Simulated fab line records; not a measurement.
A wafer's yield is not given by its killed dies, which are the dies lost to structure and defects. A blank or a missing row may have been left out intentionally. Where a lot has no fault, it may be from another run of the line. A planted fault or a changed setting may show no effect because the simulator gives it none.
Chamber matching    flow sky130    cmp-02 running SKY_CONTACT_CMP_27: 4 sister chambers
The step polishes, stops on SiO2, t overpolish 15 s, target thk 0 nm. 33 wafers are shown with their chamber, then 12 later ones without.

== EACH WAFER AND ITS CHAMBER ==
wafer   chamber  motor current A (A)  time to endpoint s (s)  overpolish run s (s)
L074.1  1        10.6                 88                      14.996
L074.3  2        11.3                 84                      15.001
L074.4  3        13.5                 81                      14.999
L075.1  0        9.9                  77                      14.999
L075.2  2        11.2                 83                      14.977
L075.5  3        12.6                 81                      15.003
L076.1  0        10.1                 76                      15.005
L076.4  1        11.1                 91                      14.993
L076.5  2        12.1                 82                      15.014
L077.1  0        10.0                 79                      14.995
L077.4  1        10.7                 87                      15.003
L077.6  2        12.1                 81                      15.029
L078.2  2        11.8                 87                      15.008
L078.4  0        9.4                  81                      14.992
L078.5  2        11.6                 84                      14.988
L081.3  0        10.4                 85                      14.990
L081.4  1        11.3                 90                      15.000
L081.5  3        13.1                 82                      14.994
L084.2  3        13.9                 78                      14.988
L084.3  1        10.9                 84                      15.012
L084.5  2        11.3                 80                      14.989
L086.2  0        10.1                 78                      14.993
L086.4  3        13.3                 78                      15.008
L086.5  2        11.1                 84                      15.007
L087.3  1        10.9                 91                      14.988
L087.4  3        13.2                 85                      15.011
L087.6  1        10.6                 92                      14.999
L088.2  1        10.8                 88                      14.996
L088.3  0        10.4                 79                      15.007
L088.6  0        10.1                 75                      14.991
L090.1  0        10.1                 79                      15.004
L090.2  1        11.3                 86                      15.003
L090.6  1        10.4                 88                      14.999

SIGNATURES, as means of the wafers listed above
reading             chamber 0  chamber 1  chamber 2  chamber 3  scatter within a chamber
motor current A     10.056     10.860     11.562     13.267     0.351
time to endpoint s  78.78      88.50      83.12      80.83      2.58
overpolish run s    14.99733   14.99890   15.00163   15.00050   0.0102
Rule: distance of a wafer from a chamber = root of the sum over the readings of ((wafer's reading minus chamber's mean) / reading's scatter) squared. If the next closest chamber is less than 2 further off than the closest, the wafer can't be placed; otherwise it belongs to the closest. How the scatter is found: for the shown wafers, subtract from each reading the mean of its chamber, square and add these, divide the total by (wafers less chambers), then take the root.

== WAFERS WHOSE CHAMBER IS MISSING ==
wafer   motor current A (A)  time to endpoint s (s)  overpolish run s (s)
L091.1  11.3                 83                      14.984
L091.2  12.7                 78                      15.010
L091.5  11.2                 92                      15.004
L093.1  12.2                 87                      14.991
L093.3  11.1                 89                      15.013
L093.6  13.2                 85                      14.995
L095.4  13.3                 82                      15.005
L095.5  9.9                  81                      14.999
L095.6  11.5                 89                      14.990
L096.3  11.0                 91                      14.990
L096.4  11.6                 89                      14.989
L096.6  12.5                 78                      15.000

== EACH ONE'S CHAMBER ==
wafer   from the rows above           in truth
L091.1  can't be placed: 2 or 1       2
L091.2  can't be placed: 3 or 2       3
L091.5  can't be placed: 1 or 2       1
L093.1  can't be placed: 2 or 1 or 3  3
L093.3  can't be placed: 1 or 2       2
L093.6  3                             3
L095.4  3                             3
L095.5  0                             0
L095.6  can't be placed: 1 or 2       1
L096.3  1                             1
L096.4  can't be placed: 1 or 2       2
L096.6  can't be placed: 3 or 2       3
Placed correctly: 4 of 12. Unplaceable from these rows: 8, with the true chamber sitting among the candidates in 8. Placed wrongly: 0.
